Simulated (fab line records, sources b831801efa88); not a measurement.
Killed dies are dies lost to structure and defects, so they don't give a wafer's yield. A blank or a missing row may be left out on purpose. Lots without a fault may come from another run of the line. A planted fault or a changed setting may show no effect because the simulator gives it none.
Split-lot experiment | flow sfq_line | 5 lots, 23 wafers read, on a route of 325 steps

THE SPLIT
At SFQ_TRILAYER_I0_VIA_LITHO_COAT_031 (resist thk 650 nm), the setting resist_thk_nm was moved away from the recipe's 650 nm on 9 of the 23 wafers read, by -4.4% to +5.9%. The other wafers ran this setting at the recipe's value.

FROM THE SPLIT TO THE READING: what the file shows between them, 3 steps
- SFQ_TRILAYER_I0_VIA_LITHO_SOFTBAKE_035
- SFQ_TRILAYER_I0_VIA_LITHO_EXPOSE_032: exposes mask I0, target cd 500 nm
- SFQ_TRILAYER_I0_VIA_BARC_OPEN_VIA_ETCH_046: etches BARC in O2, target depth 125 nm, time 41.7 s

THE READING
KrF_of_TRILAYER_I0_VIA_LITHO_COAT_031.thk_nm (the simulator's own value, which no gauge read), in nm, at SFQ_TRILAYER_I0_VIA_ETCH_VIA_ETCH_034 (etches SiO2 in CHF3, stops on Nb, target depth 260 nm). The file gives no usual value for it. The 14 wafers here that ran the recipe average 530.2 nm, standard deviation 2.4 nm.

wafer  | tool, chamber at the split | resist_thk_nm as run, nm | against the recipe | KrF_of_TRILAYER_I0_VIA_LITHO_COAT_031.thk_nm, nm | against lot-mates on the recipe
L074.2 | litho_track-01, 0          | 650                      | recipe             | 532.2                                            | -
L074.4 | litho_track-01, 0          | 650                      | recipe             | 532.3                                            | -
L074.5 | litho_track-01, 0          | 650                      | recipe             | 527.2                                            | -
L076.2 | litho_track-01, 0          | 650                      | recipe             | 531                                              | -
L076.3 | litho_track-01, 0          | 621.5                    | -4.4%              | 501.6                                            | -30.4
L076.4 | litho_track-01, 0          | 650                      | recipe             | 533.8                                            | -
L076.5 | litho_track-01, 0          | 621.5                    | -4.4%              | 502.1                                            | -29.9
L076.6 | litho_track-01, 0          | 650                      | recipe             | 531.1                                            | -
L078.1 | litho_track-04, 0          | 666.2                    | +2.5%              | 541.9                                            | +14.2
L078.2 | litho_track-04, 0          | 650                      | recipe             | 528.8                                            | -
L078.3 | litho_track-04, 0          | 650                      | recipe             | 527.7                                            | -
L078.4 | litho_track-04, 0          | 666.2                    | +2.5%              | 541.5                                            | +13.8
L078.5 | litho_track-04, 0          | 650                      | recipe             | 526.5                                            | -
L080.2 | litho_track-04, 0          | 676                      | +4.0%              | 558.8                                            | +26.0
L080.3 | litho_track-04, 0          | 676                      | +4.0%              | 563.3                                            | +30.5
L080.4 | litho_track-04, 0          | 650                      | recipe             | 532.9                                            | -
L080.5 | litho_track-04, 0          | 650                      | recipe             | 532.8                                            | -
L080.6 | litho_track-04, 0          | 676                      | +4.0%              | 558                                              | +25.2
L083.1 | litho_track-03, 0          | 650                      | recipe             | 530.2                                            | -
L083.3 | litho_track-03, 0          | 688.6                    | +5.9%              | 566.3                                            | +37.5
L083.4 | litho_track-03, 0          | 650                      | recipe             | 526.4                                            | -
L083.5 | litho_track-03, 0          | 650                      | recipe             | 529.9                                            | -
L083.6 | litho_track-03, 0          | 688.6                    | +5.9%              | 567                                              | +38.2

THE FIT
A straight line over all 23 wafers: KrF_of_TRILAYER_I0_VIA_LITHO_COAT_031.thk_nm changes by +6.48 nm for each +1% of resist_thk_nm; r = +0.98; the points scatter about the line by 3.1 nm.
The same after taking each lot's own level away (the mean of its wafers on the recipe; 23 wafers): +6.59 nm for each +1%; r = +0.99; scatter 1.8 nm.
On that fit, the largest move of resist_thk_nm shifts the reading by 39 nm.
The lots' own levels span 527.67 to 532.85 nm, that is 2.1 times the standard deviation above.
So the lot-to-lot level changes the slope little: the two slopes agree.
Check: with one of the wafers moved furthest among these (+5.9%) left out of the fit, the line predicts +39.2 nm for it against its lot-mates. It came out at +37.5 nm against them.

OTHER SPLITS ON THESE WAFERS
These wafers also went through other splits before the reading. Each is held against what the fit with the lots' levels taken away leaves over:
other split on the same wafers                   | wafers away from the commonest value | r with KrF_of_TRILAYER_I0_VIA_LITHO_COAT_031.thk_nm (lot level and that fit taken away)
SFQ_TRILAYER_INCOMING_OXIDATION_002 ox_time_s    | 18                                   | +0.11
SFQ_TRILAYER_L0_LITHO_COAT_005 spin_rpm          | 8                                    | -0.11
SFQ_TRILAYER_L0_VIA_LITHO_COAT_018 resist_thk_nm | 11                                   | +0.27
SFQ_TRILAYER_L0_VIA_LITHO_COAT_013 resist_thk_nm | 8                                    | +0.06
SFQ_TRILAYER_M0_LITHO_COAT_026 resist_thk_nm     | 5                                    | +0.03
SFQ_TRILAYER_M0_ETCH_METAL_ETCH_024 icp_w        | 8                                    | -0.37

THE WHOLE CHAIN: every reading that the file lists as answering this split, in the file's order
step                                  | what it does                                          | reading                                                                                       | change (the file's fit)              | r (the file's)
SFQ_TRILAYER_I0_VIA_LITHO_COAT_031    | resist thk 650 nm                                     | KrF_of_TRILAYER_I0_VIA_LITHO_COAT_031.thk_nm (the simulator's own value, which no gauge read) | +6.39 nm for each +1% of the setting | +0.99
SFQ_TRILAYER_I0_VIA_ETCH_VIA_ETCH_034 | etches SiO2 in CHF3, stops on Nb, target depth 260 nm | KrF_of_TRILAYER_I0_VIA_LITHO_COAT_031.thk_nm (the simulator's own value, which no gauge read) | +6.52 nm for each +1% of the setting | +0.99

THE FILE'S OWN FIT
KrF_of_TRILAYER_I0_VIA_LITHO_COAT_031.thk_nm changes by +6.52 nm for each +1% of resist_thk_nm, r = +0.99.
